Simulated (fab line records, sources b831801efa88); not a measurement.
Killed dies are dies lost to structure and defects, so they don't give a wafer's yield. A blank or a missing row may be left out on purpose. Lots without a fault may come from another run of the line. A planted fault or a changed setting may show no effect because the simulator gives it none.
fab line records | flow sky130
record lots=5 wafers=15 last_day=50
route steps=708 shown NWELL@56 PWDE@84 VT_ADJUST_HVTP@85 VT_ADJUST_LVTN@97
lots that met no fault: from a run of the same line without faults
start_h: hours from the record's first day to the start of the lot's first wafer shown | wait_h: hours since the lot's step before | " the same as in the row above | L1.1+2: a row that stands for several wafers | - no value, or no start given | * or withheld: withheld | < > ~ a bound
route shown NAME@n: a module of which the file shows steps, and the number in the route of the first | usual: mean/standard deviation of fault-free wafers | same: alike in all rows | chamber/n: place in a boat | sites: the reading at each site | _std_site: their standard deviation | _edge_site: outer sites' mean less inner sites' | radius_mm: how far each site lies from the wafer's centre | mask NAME#n: copy n | behind: the tool/chamber that last shaped the wafer | hold: why the lot was held/for how many hours/how that ended | device: the transistor (n, p or np) that didn't switch | end of line: the same wafers' tests at the end of the route | a step without rows: its recipe alone | killed: dies lost to structure and defects at the first sort, not the wafer's yield | map: a wafer's dies, x killed, . not, _ none there
set.NAME: the setting as run; set.NAME@STEP: as run at that earlier step | model.NAME: the simulator's own value behind a step, which no gauge read
lots at some steps of the route; a table a step, a row a wafer
services: from which hour (start_h, from the record's first day; less than 0 if before it) a tool's chamber was out of use, for how many hours, and why
## steps
# step SKY_NWELL_DEHYDRATE_03
# recipe temp_c=200 time_s=60
# usual plate_temp_C=199.98/0.16
# columns lot.wafer tool chamber start_h wait_h plate_temp_C
L078.2 litho_track-03 0 98.89 8.0 199.88
L078.5 " 0 " " 199.97
L078.6 " 0 " " 199.84
L080.2 litho_track-04 0 114.71 8.7 199.86
L080.4 " 0 " " 200.04
L080.6 " 0 " " 199.91
L083.3 litho_track-02 0 127.78 8.7 200.05
L083.4 " 0 " " 200.10
L083.5 " 0 " " 200.10
L087.3 litho_track-04 0 148.18 8.7 200.13
L087.4 " 0 " " 199.93
L087.6 " 0 " " 200.13
L097.1 litho_track-03 0 211.41 9.9 200.05
L097.3 " 0 " " 200.12
L097.5 " 0 " " 199.97
# step SKY_NWELL_HMDS_04
# recipe prime_time_s=60 prime_temp_c=120
# columns lot.wafer tool chamber start_h wait_h
L078.2+5+6 litho_track-03 0 99.04 0.1
L080.2+4+6 litho_track-04 0 114.86 0.1
L083.3+4+5 litho_track-02 0 127.93 0.1
L087.3+4+6 litho_track-04 0 148.33 0.1
L097.1+3+5 litho_track-03 0 211.56 0.1
# step SKY_NWELL_COAT_05
# recipe spin_rpm=2000 resist_thk_nm=3000
# columns lot.wafer tool chamber start_h wait_h
L078.2+5+6 litho_track-03 0 99.19 0.1
L080.2+4+6 litho_track-04 0 115.01 0.1
L083.3+4+5 litho_track-02 0 128.08 0.1
L087.3+4+6 litho_track-04 0 148.48 0.1
L097.1+3+5 litho_track-03 0 211.71 0.1
# step SKY_NWELL_SOFTBAKE_06
# recipe temp_c=110 time_s=withheld
# usual plate_temp_C=110.02/0.14
# columns lot.wafer tool chamber start_h wait_h plate_temp_C
L078.2 litho_track-03 0 99.35 0.1 109.77
L078.5 " 0 " " 109.85
L078.6 " 0 " " 109.88
L080.2 litho_track-04 0 115.16 0.1 110.07
L080.4 " 0 " " 110.18
L080.6 " 0 " " 110.10
L083.3 litho_track-02 0 128.25 0.1 109.75
L083.4 " 0 " " 109.91
L083.5 " 0 " " 109.89
L087.3 litho_track-04 0 148.65 0.1 109.89
L087.4 " 0 " " 110.00
L087.6 " 0 " " 109.88
L097.1 litho_track-03 0 211.86 0.1 110.17
L097.3 " 0 " " 110.21
L097.5 " 0 " " 110.05
# step SKY_NWELL_EXPOSE_07
# recipe mask_id=NWM na=0.6 source_shape=conventional sigma_outer=0.6 polarization=unpolarized target_cd_nm=840 dose_mj=255
# same na=0.6
# columns lot.wafer tool chamber start_h wait_h mask
L078.2+5+6 iline_stepper-01 0 - - NWM#0
L080.2+4+6 iline_stepper-02 0 - - NWM#0
L083.3+4+5 iline_stepper-01 0 - - NWM#0
L087.3+4+6 iline_stepper-01 0 - - NWM#0
L097.1+3+5 iline_stepper-02 0 - - NWM#0
# step SKY_NWELL_PEB_08
# recipe temp_c=115 time_s=withheld
# usual plate_temp_C=115.01/0.15
# columns lot.wafer tool chamber start_h wait_h plate_temp_C
L078.2 litho_track-02 0 - - 115.15
L078.5 " 0 " " 115.02
L078.6 " 0 " " 115.11
L080.2 litho_track-02 0 - - 115.19
L080.4 " 0 " " 115.08
L080.6 " 0 " " 115.04
L083.3 litho_track-02 0 - - 114.88
L083.4 " 0 " " 114.79
L083.5 " 0 " " 114.62
L087.3 litho_track-04 0 - - 114.92
L087.4 " 0 " " 114.87
L087.6 " 0 " " 114.89
L097.1 litho_track-03 0 - - 115.22
L097.3 " 0 " " 115.09
L097.5 " 0 " " 115.01
# step SKY_NWELL_DEVELOP_09
# recipe wall_angle_deg=90 developer=TMAH develop_time_s=60 dev_temp_c=23
# columns lot.wafer tool chamber start_h wait_h
L078.2+5+6 litho_track-02 0 - -
L080.2+4+6 litho_track-02 0 - -
L083.3+4+5 litho_track-02 0 - -
L087.3+4+6 litho_track-04 0 - -
L097.1+3+5 litho_track-03 0 - -
# step SKY_NWELL_OVL_MEAS_10
# usual NWELL_00_OVL=0.9/1.2
# columns lot.wafer tool chamber start_h wait_h NWELL_00_OVL[nm]
L078.2 overlay-02 - 109.09 - 0.6
L078.5 " - " " 1.8
L078.6 " - " " 0.8
L080.2 overlay-01 - 124.44 - 0.3
L080.4 " - " " -0.8
L080.6 " - " " 0.9
L083.3 overlay-01 - 137.24 - 0.9
L083.4 " - " " 0.4
L083.5 " - " " -0.4
L087.3 overlay-01 - 158.79 - 1.3
L087.4 " - " " 1.4
L087.6 " - " " 0.9
L097.1 overlay-02 - 223.01 - -0.4
L097.3 " - " " -1.9
L097.5 " - " " -1.2
# step SKY_NWELL_IMPLANT_11
# recipe species=P energy_kev=400 dose_cm2=1.9e+13 tilt_deg=withheld
# columns lot.wafer tool chamber start_h wait_h
L078.2+5+6 implanter-03 0 109.14 0.0
L080.2+4+6 implanter-04 0 124.49 0.0
L083.3+4+5 implanter-04 0 137.32 0.1
L087.3+4+6 implanter-02 0 158.87 0.1
L097.1+3+5 implanter-04 0 223.05 0.0
# step SKY_NWELL_IMPLANT_12
# recipe species=P energy_kev=120 dose_cm2=1.3e+12 tilt_deg=withheld
# columns lot.wafer tool chamber start_h wait_h
L078.2+5+6 implanter-03 0 109.29 0.1
L080.2+4+6 implanter-04 0 124.64 0.1
L083.3+4+5 implanter-04 0 137.47 0.1
L087.3+4+6 implanter-02 0 159.02 0.1
L097.1+3+5 implanter-04 0 223.20 0.1
# step SKY_NWELL_IMPLANT_13
# recipe species=P energy_kev=50 dose_cm2=7e+11 tilt_deg=withheld
# columns lot.wafer tool chamber start_h wait_h
L078.2+5+6 implanter-03 0 109.44 0.1
L080.2+4+6 implanter-04 0 124.79 0.1
L083.3+4+5 implanter-04 0 137.62 0.1
L087.3+4+6 implanter-02 0 159.17 0.1
L097.1+3+5 implanter-04 0 223.35 0.1
# step SKY_NWELL_STRIP_14
# recipe chemistry=O2/N2 power_w=1400 pressure_mtorr=1500 platen_temp_c=withheld o2_flow_sccm=3000 n2_flow_sccm=300 overash_fraction=0.5
# usual drypump_motor_current_A=5.53/0.24 n2_flow_sccm=299.9/0.79 oes_product_au=0.722/0.0044 strip_time_to_endpoint_s=36.89/0.11
# columns lot.wafer tool chamber start_h wait_h drypump_motor_current_A n2_flow_sccm oes_product_au rf_hours_counter_h strip_time_to_endpoint_s
L078.2 plasma_asher-03 1 109.57 0.1 5.92 299.8 0.722 43 37.10
L078.5 " 1 " " 5.93 299.9 0.731 - 36.94
L078.6 " 0 " " 5.20 298.4 0.725 - 36.97
L080.2 plasma_asher-01 0 124.92 0.1 5.53 299.9 0.719 44 36.88
L080.4 " 0 " " 5.55 300.3 0.721 - 36.69
L080.6 " 1 " " 5.46 299.7 0.723 - 36.75
L083.3 plasma_asher-03 0 137.75 0.1 5.20 299.0 0.720 - 36.95
L083.4 " 1 " " 5.90 298.7 0.728 - 36.96
L083.5 " 0 " " 5.18 298.7 0.720 - 36.91
L087.3 plasma_asher-03 1 159.30 0.1 5.88 301.2 0.723 - 36.84
L087.4 " 0 " " 5.18 300.2 0.719 - 36.89
L087.6 " 0 " " 5.20 300.0 0.723 - 36.80
L097.1 plasma_asher-03 1 223.50 0.1 5.89 299.8 0.714 54 36.77
L097.3 " 0 " " 5.22 297.8 0.733 - 36.87
L097.5 " 0 " " 5.20 300.3 0.719 - 36.79
# step SKY_NWELL_TW_MEAS_15
# usual NWELL_TW=1814/19
# columns lot.wafer tool chamber start_h wait_h NWELL_TW
L078.2 film_metro-02 - 109.68 0.1 1832
L078.5 " - " " 1831
L078.6 " - " " 1830
L080.2 film_metro-02 - 125.03 0.1 1826
L080.4 " - " " 1828
L080.6 " - " " 1832
L083.3 film_metro-02 - 137.84 0.1 1822
L083.4 " - " " 1835
L083.5 " - " " 1833
L087.3 film_metro-02 - 159.39 0.1 1825
L087.4 " - " " 1820
L087.6 " - " " 1833
L097.1 film_metro-02 - 223.60 0.1 1827
L097.3 " - " " 1828
L097.5 " - " " 1825
# step SKY_NWELL_DEHYDRATE_16
# recipe temp_c=200 time_s=60
# usual plate_temp_C=199.99/0.18
# columns lot.wafer tool chamber start_h wait_h plate_temp_C
L078.2 litho_track-04 0 118.26 8.6 200.18
L078.5 " 0 " " 199.89
L078.6 " 0 " " 200.01
L080.2 litho_track-03 0 133.74 8.7 200.10
L080.4 " 0 " " 199.88
L080.6 " 0 " " 199.96
L083.3 litho_track-04 0 146.58 8.7 200.00
L083.4 " 0 " " 200.06
L083.5 " 0 " " 200.05
L087.3 litho_track-04 0 168.83 9.4 200.13
L087.4 " 0 " " 200.00
L087.6 " 0 " " 200.21
L097.1 litho_track-02 0 234.28 10.7 200.12
L097.3 " 0 " " 199.96
L097.5 " 0 " " 200.29
# step SKY_NWELL_HMDS_17
# recipe prime_time_s=60 prime_temp_c=120
# columns lot.wafer tool chamber start_h wait_h
L078.2+5+6 litho_track-04 0 118.41 0.1
L080.2+4+6 litho_track-03 0 133.89 0.1
L083.3+4+5 litho_track-04 0 146.73 0.1
L087.3+4+6 litho_track-04 0 168.98 0.1
L097.1+3+5 litho_track-02 0 234.43 0.1
# step SKY_NWELL_COAT_18
# recipe spin_rpm=2000 resist_thk_nm=3000
# columns lot.wafer tool chamber start_h wait_h
L078.2+5+6 litho_track-04 0 118.56 0.1
L080.2+4+6 litho_track-03 0 134.04 0.1
L083.3+4+5 litho_track-04 0 146.88 0.1
L087.3+4+6 litho_track-04 0 169.13 0.1
L097.1+3+5 litho_track-02 0 234.58 0.1
# step SKY_NWELL_SOFTBAKE_19
# recipe temp_c=110 time_s=withheld
# usual plate_temp_C=109.99/0.15
# columns lot.wafer tool chamber start_h wait_h plate_temp_C
L078.2 litho_track-04 0 118.71 0.1 109.95
L078.5 " 0 " " 109.91
L078.6 " 0 " " 109.78
L080.2 litho_track-03 0 134.20 0.1 110.04
L080.4 " 0 " " 109.94
L080.6 " 0 " " 109.96
L083.3 litho_track-04 0 147.05 0.1 110.09
L083.4 " 0 " " 110.11
L083.5 " 0 " " 110.11
L087.3 litho_track-04 0 169.30 0.1 110.01
L087.4 " 0 " " 109.98
L087.6 " 0 " " 109.89
L097.1 litho_track-02 0 234.73 0.1 109.72
L097.3 " 0 " " 109.93
L097.5 " 0 " " 109.70
# step SKY_NWELL_EXPOSE_20
# recipe mask_id=NWM_COMPLEMENT na=0.6 source_shape=conventional sigma_outer=0.6 polarization=unpolarized target_cd_nm=840 dose_mj=260
# same na=0.6
# columns lot.wafer tool chamber start_h wait_h mask
L078.2+5+6 iline_stepper-01 0 - - NWM_COMPLEMENT#0
L080.2+4+6 iline_stepper-02 0 - - NWM_COMPLEMENT#0
L083.3+4+5 iline_stepper-02 0 - - NWM_COMPLEMENT#0
L087.3+4+6 iline_stepper-02 0 - - NWM_COMPLEMENT#0
L097.1+3+5 iline_stepper-02 0 - - NWM_COMPLEMENT#0
# step SKY_NWELL_PEB_21
# recipe temp_c=115 time_s=withheld
# usual plate_temp_C=114.99/0.12
# columns lot.wafer tool chamber start_h wait_h plate_temp_C
L078.2 litho_track-04 0 - - 114.81
L078.5 " 0 " " 115.01
L078.6 " 0 " " 114.92
L080.2 litho_track-04 0 - - 115.14
L080.4 " 0 " " 115.07
L080.6 " 0 " " 115.35
L083.3 litho_track-03 0 - - 114.94
L083.4 " 0 " " 114.93
L083.5 " 0 " " 114.98
L087.3 litho_track-04 0 - - 114.94
L087.4 " 0 " " 114.92
L087.6 " 0 " " 115.00
L097.1 litho_track-03 0 - - 114.83
L097.3 " 0 " " 114.86
L097.5 " 0 " " 114.82
# step SKY_NWELL_DEVELOP_22
# recipe wall_angle_deg=90 developer=TMAH develop_time_s=60 dev_temp_c=23
# columns lot.wafer tool chamber start_h wait_h
L078.2+5+6 litho_track-04 0 - -
L080.2+4+6 litho_track-04 0 - -
L083.3+4+5 litho_track-03 0 - -
L087.3+4+6 litho_track-04 0 - -
L097.1+3+5 litho_track-03 0 - -
# step SKY_NWELL_OVL_MEAS_23
# usual NWELL_01_OVL=0.6/1.4
# columns lot.wafer tool chamber start_h wait_h NWELL_01_OVL[nm]
L078.2 overlay-02 - 127.89 - 1.2
L078.5 " - " " 0.7
L078.6 " - " " 1.6
L080.2 overlay-02 - 142.84 - 1.6
L080.4 " - " " 2.1
L080.6 " - " " 1.4
L083.3 overlay-02 - 156.08 - 0.9
L083.4 " - " " 0.5
L083.5 " - " " -0.9
L087.3 overlay-02 - 178.94 - -2.0
L087.4 " - " " -0.9
L087.6 " - " " -0.5
L097.1 overlay-01 - 246.41 - -0.6
L097.3 " - " " -1.1
L097.5 " - " " -0.9
# step SKY_NWELL_IMPLANT_24
# recipe species=B energy_kev=140 dose_cm2=9.2e+12 tilt_deg=withheld
# columns lot.wafer tool chamber start_h wait_h
L078.2+5+6 implanter-03 0 127.94 0.0
L080.2+4+6 implanter-02 0 142.92 0.1
L083.3+4+5 implanter-03 0 156.15 0.1
L087.3+4+6 implanter-02 0 179.02 0.1
L097.1+3+5 implanter-02 0 246.45 0.0
# step SKY_NWELL_STRIP_25
# recipe chemistry=O2/N2 power_w=1400 pressure_mtorr=1500 platen_temp_c=withheld o2_flow_sccm=3000 n2_flow_sccm=300 overash_fraction=0.5
# usual drypump_motor_current_A=5.54/0.24 n2_flow_sccm=300.1/0.83 oes_product_au=0.723/0.0046 strip_time_to_endpoint_s=36.85/0.1
# columns lot.wafer tool chamber start_h wait_h drypump_motor_current_A n2_flow_sccm oes_product_au rf_hours_counter_h strip_time_to_endpoint_s
L078.2 plasma_asher-02 0 128.07 0.1 5.37 299.5 0.726 31 36.84
L078.5 " 1 " " 5.71 300.5 0.720 - 36.78
L078.6 " 0 " " 5.38 299.8 0.721 - 36.94
L080.2 plasma_asher-01 1 143.05 0.1 5.42 300.7 0.725 46 36.83
L080.4 " 0 " " 5.52 300.3 0.721 - 36.92
L080.6 " 1 " " 5.42 299.1 0.728 - 36.82
L083.3 plasma_asher-02 1 156.28 0.1 5.72 300.7 0.720 - 36.82
L083.4 " 0 " " 5.39 301.1 0.722 - 36.84
L083.5 " 1 " " 5.73 300.4 0.722 - 36.76
L087.3 plasma_asher-01 1 179.15 0.1 5.42 298.1 0.719 - 36.77
L087.4 " 0 " " 5.52 299.8 0.729 - 36.84
L087.6 " 1 " " 5.42 299.0 0.722 - 36.74
L097.1 plasma_asher-02 1 246.60 0.1 5.74 298.7 0.717 42 37.06
L097.3 " 1 " " 5.74 298.6 0.725 - 37.05
L097.5 " 1 " " 5.72 299.0 0.729 - 36.82
# step SKY_NWELL_TW_MEAS_26
# usual NWELL_2_TW=492/4.9
# columns lot.wafer tool chamber start_h wait_h NWELL_2_TW
L078.2 film_metro-01 - 128.18 0.1 495
L078.5 " - " " 496
L078.6 " - " " 496
L080.2 film_metro-02 - 143.16 0.1 499
L080.4 " - " " 499
L080.6 " - " " 498
L083.3 film_metro-01 - 156.37 0.1 491
L083.4 " - " " 491
L083.5 " - " " 494
L087.3 film_metro-01 - 179.24 0.1 495
L087.4 " - " " 496
L087.6 " - " " 498
L097.1 film_metro-04 - 246.70 0.1 487
L097.3 " - " " 487
L097.5 " - " " 488
# step SKY_NWELL_CLEAN_27
# recipe chemistry=SC1/SC2 mix=1:4:20 temp_c=70 time_s=150 dry=n2_spin
# columns lot.wafer tool chamber start_h wait_h
L078.2+5+6 wet_bench-03 1 128.23 0.0
L080.2+4+6 wet_bench-04 0 143.21 0.0
L083.3+4+5 wet_bench-04 3 156.41 0.0
L087.3+4+6 wet_bench-03 3 179.28 0.0
L097.1+3+5 wet_bench-04 0 246.76 0.1
# step SKY_NWELL_RTA_28
# recipe temp_c=1050 time_s=30 idle_temp_c=650 ramp_up_c_per_s=150 ramp_down_c_per_s=90 ambient=N2
# usual lamp_power_pct=25.31/0.051 ramp_up_c_per_s=150.00/0.028 wafer_temp_C_max=1054.8/0.87
# columns lot.wafer tool chamber start_h wait_h lamp_power_pct ramp_up_c_per_s wafer_temp_C_max
L078.2 rtp_anneal-01 0 128.29 0.0 25.22 150.02 1054.7
L078.5 " 0 " " 25.29 150.06 1053.6
L078.6 " 0 " " 25.36 150.01 1054.5
L080.2 rtp_anneal-02 0 143.28 0.0 25.25 149.99 1054.0
L080.4 " 0 " " 25.37 150.01 1054.3
L080.6 " 0 " " 25.37 150.02 1053.5
L083.3 rtp_anneal-01 0 156.49 0.0 25.36 150.00 1054.0
L083.4 " 0 " " 25.36 150.00 1055.2
L083.5 " 0 " " 25.30 150.06 1055.3
L087.3 rtp_anneal-01 0 179.36 0.0 25.20 149.99 1056.2
L087.4 " 0 " " 25.29 150.04 1055.5
L087.6 " 0 " " 25.39 149.92 1054.8
L097.1 rtp_anneal-01 0 246.81 0.0 25.33 150.00 1055.7
L097.3 " 0 " " 25.33 150.03 1053.7
L097.5 " 0 " " 25.43 149.97 1055.2
# step SKY_NWELL_RS_MEAS_29
# recipe thk_meas_gauge=four-point-probe
# usual NWELL_RS=624.8/1.3
# columns lot.wafer tool chamber start_h wait_h NWELL_RS[ohm/sq]
L078.2 film_metro-02 - 128.40 0.1 624.3
L078.5 " - " " 624.4
L078.6 " - " " 622.6
L080.2 film_metro-01 - 143.38 0.1 624.9
L080.4 " - " " 625.0
L080.6 " - " " 625.1
L083.3 film_metro-04 - 156.60 0.1 625.4
L083.4 " - " " 627.3
L083.5 " - " " 626.1
L087.3 film_metro-04 - 179.47 0.1 623.1
L087.4 " - " " 626.0
L087.6 " - " " 624.4
L097.1 film_metro-02 - 246.91 0.1 625.4
L097.3 " - " " 624.1
L097.5 " - " " 625.5
# step SKY_NWELL_RS_MEAS_31
# recipe thk_meas_gauge=four-point-probe
# usual PWDE_RS=5280/20
# columns lot.wafer tool chamber start_h wait_h PWDE_RS[ohm/sq]
L078.2 film_metro-02 - 128.64 0.1 5281
L078.5 " - " " 5283
L078.6 " - " " 5279
L080.2 film_metro-01 - 143.62 0.1 5252
L080.4 " - " " 5261
L080.6 " - " " 5266
L083.3 film_metro-04 - 156.84 0.1 5283
L083.4 " - " " 5273
L083.5 " - " " 5282
L087.3 film_metro-04 - 179.71 0.1 5306
L087.4 " - " " 5334
L087.6 " - " " 5311
L097.1 film_metro-02 - 247.15 0.1 5272
L097.3 " - " " 5259
L097.5 " - " " 5249
# step SKY_VT_ADJUST_HVTP_DEHYDRATE_00
# recipe temp_c=200 time_s=60
# usual plate_temp_C=199.99/0.16
# columns lot.wafer tool chamber start_h wait_h plate_temp_C
L078.2 litho_track-01 0 136.52 7.9 199.88
L078.5 " 0 " " 199.81
L078.6 " 0 " " 200.13
L080.2 litho_track-02 0 152.86 9.2 200.28
L080.4 " 0 " " 200.15
L080.6 " 0 " " 200.21
L083.3 litho_track-01 0 166.80 9.9 200.20
L083.4 " 0 " " 200.18
L083.5 " 0 " " 199.94
L087.3 litho_track-01 0 189.35 9.6 200.07
L087.4 " 0 " " 199.98
L087.6 " 0 " " 200.03
L097.1 litho_track-03 0 258.41 11.2 199.85
L097.3 " 0 " " 200.12
L097.5 " 0 " " 199.73
# step SKY_VT_ADJUST_HVTP_HMDS_01
# recipe prime_time_s=60 prime_temp_c=120
# columns lot.wafer tool chamber start_h wait_h
L078.2+5+6 litho_track-01 0 136.67 0.1
L080.2+4+6 litho_track-02 0 153.01 0.1
L083.3+4+5 litho_track-01 0 166.95 0.1
L087.3+4+6 litho_track-01 0 189.50 0.1
L097.1+3+5 litho_track-03 0 258.56 0.1
# step SKY_VT_ADJUST_HVTP_COAT_02
# recipe resist=NOVOLAK spin_rpm=3000 resist_thk_nm=1140
# columns lot.wafer tool chamber start_h wait_h
L078.2+5+6 litho_track-01 0 136.82 0.1
L080.2+4+6 litho_track-02 0 153.16 0.1
L083.3+4+5 litho_track-01 0 167.10 0.1
L087.3+4+6 litho_track-01 0 189.65 0.1
L097.1+3+5 litho_track-03 0 258.71 0.1
# step SKY_VT_ADJUST_HVTP_SOFTBAKE_03
# recipe temp_c=90 time_s=60 resist=NOVOLAK
# usual plate_temp_C=90.01/0.13
# columns lot.wafer tool chamber start_h wait_h plate_temp_C
L078.2 litho_track-01 0 136.97 0.1 90.07
L078.5 " 0 " " 89.95
L078.6 " 0 " " 90.10
L080.2 litho_track-02 0 153.31 0.1 89.97
L080.4 " 0 " " 90.05
L080.6 " 0 " " 89.84
L083.3 litho_track-01 0 167.25 0.1 90.05
L083.4 " 0 " " 89.80
L083.5 " 0 " " 89.92
L087.3 litho_track-01 0 189.80 0.1 89.89
L087.4 " 0 " " 89.98
L087.6 " 0 " " 89.87
L097.1 litho_track-03 0 258.86 0.1 90.03
L097.3 " 0 " " 90.02
L097.5 " 0 " " 90.06
# step SKY_VT_ADJUST_HVTP_EXPOSE_04
# recipe mask_id=HVTPM na=0.6 source_shape=conventional sigma_outer=0.6 polarization=unpolarized target_cd_nm=380 dose_mj=140
# same na=0.6
# columns lot.wafer tool chamber start_h wait_h mask
L078.2+5+6 iline_stepper-02 0 - - HVTPM#0
L080.2+4+6 iline_stepper-01 0 - - HVTPM#0
L083.3+4+5 iline_stepper-02 0 - - HVTPM#0
L087.3+4+6 iline_stepper-01 0 - - HVTPM#0
L097.1+3+5 iline_stepper-01 0 - - HVTPM#0
# step SKY_VT_ADJUST_HVTP_PEB_05
# recipe temp_c=withheld time_s=* resist=NOVOLAK
# columns lot.wafer tool chamber start_h wait_h
L078.2+5+6 litho_track-02 0 - -
L080.2+4+6 litho_track-02 0 - -
L083.3+4+5 litho_track-01 0 - -
L087.3+4+6 litho_track-03 0 - -
L097.1+3+5 litho_track-03 0 - -
# step SKY_VT_ADJUST_HVTP_DEVELOP_06
# recipe resist=NOVOLAK developer=TMAH develop_time_s=60 dev_temp_c=23
# columns lot.wafer tool chamber start_h wait_h
L078.2+5+6 litho_track-02 0 146.51 0.1
L080.2+4+6 litho_track-02 0 163.11 0.1
L083.3+4+5 litho_track-01 0 177.00 0.1
L087.3+4+6 litho_track-03 0 200.16 0.1
L097.1+3+5 litho_track-03 0 271.16 0.1
# step SKY_VT_ADJUST_HVTP_CD_MEAS_07
# recipe target_cd_nm=380
# usual cd_nm=379.7/2.5
# columns lot.wafer tool chamber start_h wait_h cd_nm
L078.2 cd_sem-02 - 146.65 0.1 381.0
L078.5 " - " " 377.7
L078.6 " - " " 381.5
L080.2 cd_sem-02 - 163.25 0.1 381.8
L080.4 " - " " 380.9
L080.6 " - " " 379.5
L083.3 cd_sem-02 - 177.14 0.1 377.9
L083.4 " - " " 379.3
L083.5 " - " " 377.9
L087.3 cd_sem-01 - 200.30 0.1 382.5
L087.4 " - " " 381.8
L087.6 " - " " 382.2
L097.1 cd_sem-02 - 271.31 0.1 373.8
L097.3 " - " " 378.0
L097.5 " - " " 375.8
# step SKY_VT_ADJUST_HVTP_OVL_MEAS_08
# usual VT_ADJUST_HVTP_OVL=1.4/1.2
# columns lot.wafer tool chamber start_h wait_h VT_ADJUST_HVTP_OVL[nm]
L078.2 overlay-01 - 146.76 0.1 1.0
L078.5 " - " " -0.6
L078.6 " - " " 1.1
L080.2 overlay-01 - 163.36 0.1 -0.3
L080.4 " - " " 0.2
L080.6 " - " " 0.7
L083.3 overlay-02 - 177.23 0.1 1.0
L083.4 " - " " 0.3
L083.5 " - " " 0.6
L087.3 overlay-02 - 200.40 0.1 1.1
L087.4 " - " " 1.5
L087.6 " - " " 1.2
L097.1 overlay-01 - 271.43 0.1 0.6
L097.3 " - " " -0.8
L097.5 " - " " -0.6
# step SKY_VT_ADJUST_HVTP_IMPLANT_09
# recipe species=As energy_kev=150 dose_cm2=4.3e+12 tilt_deg=withheld
# columns lot.wafer tool chamber start_h wait_h
L078.2+5+6 implanter-03 0 146.81 0.0
L080.2+4+6 implanter-03 0 163.41 0.0
L083.3+4+5 implanter-02 0 177.30 0.1
L087.3+4+6 implanter-03 0 200.47 0.1
L097.1+3+5 implanter-03 0 271.47 0.0
# step SKY_VT_ADJUST_HVTP_STRIP_10
# recipe chemistry=O2/N2 power_w=1400 pressure_mtorr=1500 platen_temp_c=withheld o2_flow_sccm=3000 n2_flow_sccm=300 overash_fraction=0.5
# usual drypump_motor_current_A=5.7/0.31 n2_flow_sccm=300.1/0.9 oes_product_au=0.717/0.0042 strip_time_to_endpoint_s=14.17/0.039
# columns lot.wafer tool chamber start_h wait_h drypump_motor_current_A n2_flow_sccm oes_product_au rf_hours_counter_h strip_time_to_endpoint_s
L078.2 plasma_asher-03 0 146.94 0.1 5.2 300.2 0.719 48 14.22
L078.5 " 1 " " 5.9 299.9 0.712 - 14.20
L078.6 " 0 " " 5.2 301.9 0.712 - 14.23
L080.2 plasma_asher-04 1 163.54 0.1 5.7 301.0 0.720 4 14.14
L080.4 " 0 " " 6.1 300.5 0.719 - 14.15
L080.6 " 1 " " 5.7 300.6 0.716 - 14.13
L083.3 plasma_asher-01 1 177.44 0.1 5.4 299.6 0.716 - 14.23
L083.4 " 0 " " 5.6 299.7 0.720 - 14.29
L083.5 " 1 " " 5.5 302.5 0.720 - 14.25
L087.3 plasma_asher-03 0 200.60 0.1 5.2 301.1 0.713 - 14.21
L087.4 " 1 " " 5.9 299.6 0.718 - 14.19
L087.6 " 0 " " 5.2 299.8 0.714 - 14.21
L097.1 plasma_asher-04 0 271.62 0.1 6.1 300.8 0.716 15 14.10
L097.3 " 1 " " 5.7 300.0 0.724 - 14.13
L097.5 " 1 " " 5.7 298.8 0.719 - 14.15
# step SKY_VT_ADJUST_HVTP_TW_MEAS_11
# usual VT_ADJUST_HVTP_TW=1350/12
# columns lot.wafer tool chamber start_h wait_h VT_ADJUST_HVTP_TW
L078.2 film_metro-03 - 147.05 0.1 1344
L078.5 " - " " 1341
L078.6 " - " " 1351
L080.2 film_metro-03 - 163.65 0.1 1344
L080.4 " - " " 1345
L080.6 " - " " 1338
L083.3 film_metro-03 - 177.52 0.1 1343
L083.4 " - " " 1335
L083.5 " - " " 1340
L087.3 film_metro-03 - 200.69 0.1 1356
L087.4 " - " " 1362
L087.6 " - " " 1357
L097.1 film_metro-03 - 271.72 0.1 1353
L097.3 " - " " 1362
L097.5 " - " " 1357
# step SKY_VT_ADJUST_LVTN_DEHYDRATE_00
# recipe temp_c=200 time_s=60
# usual plate_temp_C=200.01/0.14
# columns lot.wafer tool chamber start_h wait_h plate_temp_C
L078.2 litho_track-01 0 155.32 8.3 199.97
L078.5 " 0 " " 199.87
L078.6 " 0 " " 200.08
L080.2 litho_track-04 0 173.50 9.8 199.98
L080.4 " 0 " " 200.03
L080.6 " 0 " " 200.05
L083.3 litho_track-04 0 186.43 8.9 200.37
L083.4 " 0 " " 200.19
L083.5 " 0 " " 200.13
L087.3 litho_track-03 0 210.51 9.8 200.14
L087.4 " 0 " " 200.08
L087.6 " 0 " " 199.96
L097.1 litho_track-01 0 282.95 11.2 199.76
L097.3 " 0 " " 200.02
L097.5 " 0 " " 200.04
# step SKY_VT_ADJUST_LVTN_HMDS_01
# recipe prime_time_s=60 prime_temp_c=120
# columns lot.wafer tool chamber start_h wait_h
L078.2+5+6 litho_track-01 0 155.47 0.1
L080.2+4+6 litho_track-04 0 173.65 0.1
L083.3+4+5 litho_track-04 0 186.58 0.1
L087.3+4+6 litho_track-03 0 210.66 0.1
L097.1+3+5 litho_track-01 0 283.10 0.1
# step SKY_VT_ADJUST_LVTN_COAT_02
# recipe spin_rpm=2000 resist_thk_nm=3000
# columns lot.wafer tool chamber start_h wait_h
L078.2+5+6 litho_track-01 0 155.62 0.1
L080.2+4+6 litho_track-04 0 173.80 0.1
L083.3+4+5 litho_track-04 0 186.73 0.1
L087.3+4+6 litho_track-03 0 210.81 0.1
L097.1+3+5 litho_track-01 0 283.25 0.1
## services
# columns tool chamber start_h hours kind
wet_bench-04 - 105.13 1.6 repair
plasma_asher-04 - 108.75 9.0 pm
plasma_asher-04 0 108.75 15.6 vent_cycle
plasma_asher-04 - 110.18 14.2 repair
implanter-04 - 138.54 4.5 pm
iline_stepper-02 - 139.26 1.7 pm
plasma_asher-02 - 157.88 2.9 repair
iline_stepper-01 - 163.71 8.9 pm
iline_stepper-02 - 174.78 - consumable_replace:lamp
iline_stepper-01 - 186.75 1.5 repair
plasma_asher-01 - 188.37 2.8 pm
iline_stepper-01 - 201.50 2.1 pm
iline_stepper-01 - 203.58 - consumable_replace:lamp
plasma_asher-03 - 207.66 15.6 pm
plasma_asher-01 - 207.74 0.8 repair
iline_stepper-01 - 211.61 12.5 repair
implanter-04 - 214.62 4.5 repair
iline_stepper-01 - 216.43 22.5 repair
implanter-02 - 232.71 3.6 repair
implanter-02 - 241.59 2.6 repair
implanter-03 - 259.18 1.1 repair
iline_stepper-02 - 259.44 12.3 repair
iline_stepper-01 - 273.09 1.7 pm
implanter-04 - 281.28 1.7 repair
## key
fault none
